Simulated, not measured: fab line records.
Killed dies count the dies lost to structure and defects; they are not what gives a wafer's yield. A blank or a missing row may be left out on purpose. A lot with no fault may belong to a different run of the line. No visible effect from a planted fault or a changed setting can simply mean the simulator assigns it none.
Commonality check across tools | flow gf180mcu | 51 wafers sampled across 14 lots

## WHY IT WAS OPENED
Of 14 lots, 3 have the reading VT_IMPLANT_TW flagged at GF_VT_IMPLANT_TW_MEAS_10. Wafers without a fault read 556, standard deviation 8.3.
Rule: flag the lot when none of its wafers has a number, or when each of its wafers that has one lies beyond 4 standard deviations from that mean. The rest of the lots are taken to be sound.

lot  | measured     | on           | VT_IMPLANT_TW, wafer by wafer | flag
L451 | day 5 18:52  | filmMetro-02 | 546 548 544                   | 
L453 | day 6 10:11  | filmMetro-01 | 556 556 558                   | 
L455 | day 6 16:49  | filmMetro-02 | 551 549 547                   | 
L456 | day 6 18:19  | filmMetro-02 | 685 681 683 687 680 684       | FLAGGED
L457 | day 7 05:44  | filmMetro-02 | 550 547 546                   | 
L458 | day 7 15:04  | filmMetro-02 | 686 681 677 685 681 682       | FLAGGED
L462 | day 8 11:08  | filmMetro-01 | 558 558 558                   | 
L466 | day 9 11:20  | filmMetro-04 | 705 711 710 713 714 713       | FLAGGED
L468 | day 10 00:29 | filmMetro-04 | 573 575 575                   | 
L469 | day 10 07:35 | filmMetro-02 | 550 551 551                   | 
L470 | day 10 11:59 | filmMetro-02 | 550 549 549                   | 
L471 | day 10 17:56 | filmMetro-04 | 572 570 568                   | 
L473 | day 11 07:15 | filmMetro-02 | 549 549 549                   | 
L474 | day 11 14:38 | filmMetro-04 | 565 566 568                   | 
Average over the flagged lots: 692; offset from the usual +136, equal to +16 standard deviations.

## WHICH TOOL RAN EACH LOT
2 process steps preceding the reading are held in the record, out of 602 steps in the route. Each cell gives the tool, then ch followed by the chambers the sampled wafers passed through, then the start.
lot  | flag    | GF_STI_SOFTBAKE_08              | GF_VT_IMPLANT_IMPLANT_08
L451 |         | lithoTrack-01 ch 0, day 1 19:55 | implanter-04 ch 0, day 5 18:38
L453 |         | lithoTrack-01 ch 0, day 2 09:26 | implanter-02 ch 0, day 6 09:56
L455 |         | lithoTrack-01 ch 0, day 2 17:22 | implanter-02 ch 0, day 6 16:34
L456 | FLAGGED | lithoTrack-01 ch 0, day 2 20:34 | implanter-02 ch 0, day 6 17:45
L457 |         | lithoTrack-03 ch 0, day 3 02:41 | implanter-03 ch 0, day 7 05:30
L458 | FLAGGED | lithoTrack-03 ch 0, day 3 08:16 | implanter-03 ch 0, day 7 14:29
L462 |         | lithoTrack-01 ch 0, day 4 04:11 | implanter-02 ch 0, day 8 10:53
L466 | FLAGGED | lithoTrack-01 ch 0, day 4 23:14 | implanter-03 ch 0, day 9 10:47
L468 |         | lithoTrack-01 ch 0, day 5 10:44 | implanter-02 ch 0, day 10 00:14
L469 |         | lithoTrack-01 ch 0, day 5 15:23 | implanter-03 ch 0, day 10 07:20
L470 |         | lithoTrack-01 ch 0, day 5 20:02 | implanter-02 ch 0, day 10 11:44
L471 |         | lithoTrack-01 ch 0, day 6 00:26 | implanter-02 ch 0, day 10 17:41
L473 |         | lithoTrack-03 ch 0, day 6 12:08 | implanter-02 ch 0, day 11 07:01
L474 |         | lithoTrack-03 ch 0, day 6 16:07 | implanter-03 ch 0, day 11 14:25
What the steps here do:
- GF_STI_SOFTBAKE_08: time 61.66 s.
- GF_VT_IMPLANT_IMPLANT_08
- GF_VT_IMPLANT_TW_MEAS_10

## FLAGGED AGAINST TOTAL, ONE TOOL AT A TIME (gauges that did the reading follow at the end)
step                     | tool          | lots run | flagged | share of the flagged lots | sound lots run after its first flagged lot
GF_STI_SOFTBAKE_08       | lithoTrack-01 | 10       | 2       | some                      | 5 (L462,L468,L469,L470,L471)
GF_STI_SOFTBAKE_08       | lithoTrack-03 | 4        | 1       | some                      | 2 (L473,L474)
GF_VT_IMPLANT_IMPLANT_08 | implanter-02  | 8        | 1       | some                      | 5 (L462,L468,L470,L471,L473)
GF_VT_IMPLANT_IMPLANT_08 | implanter-03  | 5        | 2       | some                      | 2 (L469,L474)
GF_VT_IMPLANT_IMPLANT_08 | implanter-04  | 1        | 0       | none                      | -
GF_VT_IMPLANT_TW_MEAS_10 | filmMetro-01  | 2        | 0       | none                      | -
GF_VT_IMPLANT_TW_MEAS_10 | filmMetro-02  | 8        | 2       | some                      | 4 (L457,L469,L470,L473)
GF_VT_IMPLANT_TW_MEAS_10 | filmMetro-04  | 4        | 1       | some                      | 3 (L468,L471,L474)

## WHAT IS ALLOWED BY THE TABLE
No row of the table ran every flagged lot.

## WHAT HAD BEEN PUT IN BY THE SIMULATOR
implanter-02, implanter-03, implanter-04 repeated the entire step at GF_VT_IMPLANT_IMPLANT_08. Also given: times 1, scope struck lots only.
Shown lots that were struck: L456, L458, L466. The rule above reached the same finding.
